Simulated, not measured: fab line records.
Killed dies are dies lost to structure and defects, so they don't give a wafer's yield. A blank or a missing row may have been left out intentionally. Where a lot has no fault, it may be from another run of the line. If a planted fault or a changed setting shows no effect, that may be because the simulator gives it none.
A struck lot beside a sound one / flow sfq_line / 24 steps out of a route of 325
Sound: these wafers, L841.4, L841.5, L841.6. The struck wafers were L834.1, L834.5, L834.6. The cause is given at the end.
Each step with rows lists, per side, the tool, then ch with its chambers, then its first start. Under that, the readings that differ: sound wafers / struck wafers / difference of the means / sigmas: that difference in standard deviations of wafers without a fault.
alike: words and numbers the same on both sides, and readings whose means are apart by under 2 such deviations; not compared: readings that were withheld, readings missing a value for some wafer, numbers with overlapping values and no deviation given by the record, and bounds like >300 which may hide the same value.
A row with sigmas, a row that says differs or no value, or rows on one side alone: a step with any of these is where the two part. Numbers that have no deviation but don't overlap get no sigmas and don't part them. Lack of a reading on every wafer of one side parts them only where that side has two or more wafers.

first, 6 steps without rows for these wafers: SFQ_TRILAYER_L0_VIA_LITHO_COAT_018 (resist thk 62 nm); SFQ_TRILAYER_L0_VIA_LITHO_COAT_013 (resist thk 650 nm); SFQ_TRILAYER_L0_VIA_LITHO_SOFTBAKE_017; SFQ_TRILAYER_L0_VIA_LITHO_EXPOSE_014 (exposes mask L0V, target cd 700 nm); SFQ_TRILAYER_L0_VIA_LITHO_PEB_016 (peb time 60 s); SFQ_TRILAYER_L0_VIA_LITHO_DEVELOP_015 (time 60 s).
SFQ_L0V_OVL_MEAS_903:
  sound on overlay-02, day 12 21:35; struck on overlay-02, day 9 23:39
  alike: L0V_OVL
SFQ_TRILAYER_L0_VIA_BARC_OPEN_VIA_ETCH_021: etches BARC in O2, target depth 125 nm, time 41.7 s.
  sound on rie_diel-04 ch 2,3, day 12 21:37; struck on rie_diel-04 ch 0,1, day 9 23:41
  alike: drypump_motor_current_A, oes_product_au
  not compared: rf_hours_counter_h
SFQ_TRILAYER_L0_VIA_ETCH_VIA_ETCH_016: etches SiO2 in CHF3, stops on MoNx KI, target depth 80 nm.
  sound on rie_diel-04 ch 2,3, day 12 21:39; struck on rie_diel-04 ch 0,1, day 9 23:44
  alike: drypump_motor_current_A, oes_product_au
SFQ_TRILAYER_L0_VIA_STRIP_STRIP_017: strips in O2.
  sound on rie_metal-03 ch 0,1, day 12 21:53; struck on rie_metal-04 ch 0,1, day 9 23:47
  alike: drypump_motor_current_A, oes_product_au
  not compared: rf_hours_counter_h
then, 2 steps without rows for these wafers: SFQ_TRILAYER_L0_VIA_STRIP_SOLV_CLEAN_018 (cleans in NMP, time 600 s); SFQ_TRILAYER_M0_DEP_PRE_CLEAN_020 (time 15 s).
SFQ_TRILAYER_M0_DEP_SPUTTER_019: material Nb, target thk 200 nm, time 133.3 s.
  sound on pvd_sputter-04, day 12 22:29; struck on pvd_sputter-06, day 10 00:35
  no value came back on the struck wafers for base_pressure_pa (Pa), cathode_dc_power_W (W), throttle_valve_pct (%), time_s (s); on the sound wafers base_pressure_pa (Pa) reads 1.29e-06 1.34e-06 1.31e-06
SFQ_M0_RS_MEAS_904: uses a four-point probe to measure.
  sound on film_metro-01, day 12 22:39; struck on film_metro-03, day 10 00:40
reading=M0_NB_RS (ohm/sq); sound=0.911 0.919 0.899; struck=- - -; difference=no value on the struck wafers; sigmas=
then, 6 steps without rows for these wafers: SFQ_TRILAYER_M0_LITHO_COAT_026 (resist thk 62 nm); SFQ_TRILAYER_M0_LITHO_COAT_021 (resist thk 600 nm); SFQ_TRILAYER_M0_LITHO_SOFTBAKE_025; SFQ_TRILAYER_M0_LITHO_EXPOSE_022 (exposes mask M0, target cd 500 nm); SFQ_TRILAYER_M0_LITHO_PEB_024 (peb time 60 s); SFQ_TRILAYER_M0_LITHO_DEVELOP_023 (time 60 s).
-- the record jumps here: 5 days lie between the struck wafers' starts before and after --
SFQ_M0_OVL_MEAS_906:
  sound on overlay-01, day 18 10:26; struck on overlay-02, day 15 00:26
  alike: M0_OVL
SFQ_TRILAYER_M0_BARC_OPEN_METAL_ETCH_031: etches BARC in O2, target depth 125 nm, time 41.7 s.
  sound on rie_metal-01 ch 0,1, day 18 10:28; struck on rie_metal-03 ch 0,1, day 15 00:29
reading=drypump_motor_current_A (A); sound=5.6 5.3 5.5; struck=6.6 6.6 6.2; difference=+1.0; sigmas=+2
  alike: oes_product_au
  not compared: rf_hours_counter_h
SFQ_TRILAYER_M0_ETCH_METAL_ETCH_024: etches Nb in Cl2/Ar, stops on SiO2, target depth 240 nm, time 120 s.
  sound on rie_metal-01 ch 0,1, day 18 10:34; struck on rie_metal-03 ch 0,1, day 15 00:32
reading=drypump_motor_current_A (A); sound=5.5 5.3 5.5; struck=6.5 6.6 6.2; difference=+1.0; sigmas=+2
reading=oes_product_au (a.u.); sound=0.883 0.876 0.891; struck=0.384 0.384 0.379; difference=-0.501; sigmas=-64
  not compared: rf_hours_counter_h
SFQ_TRILAYER_M0_STRIP_STRIP_025: strips in O2.
  sound on rie_metal-01 ch 0,1, day 18 10:50; struck on rie_metal-03 ch 0,1, day 15 00:40
reading=drypump_motor_current_A (A); sound=5.6 5.3 5.6; struck=6.6 6.6 6.2; difference=+1.0; sigmas=+2
  alike: oes_product_au
  not compared: rf_hours_counter_h

WHERE THEY PART
Earliest at SFQ_TRILAYER_M0_DEP_SPUTTER_019; latest, in this record, at SFQ_TRILAYER_M0_STRIP_STRIP_025.

WHY: what the simulator had put in
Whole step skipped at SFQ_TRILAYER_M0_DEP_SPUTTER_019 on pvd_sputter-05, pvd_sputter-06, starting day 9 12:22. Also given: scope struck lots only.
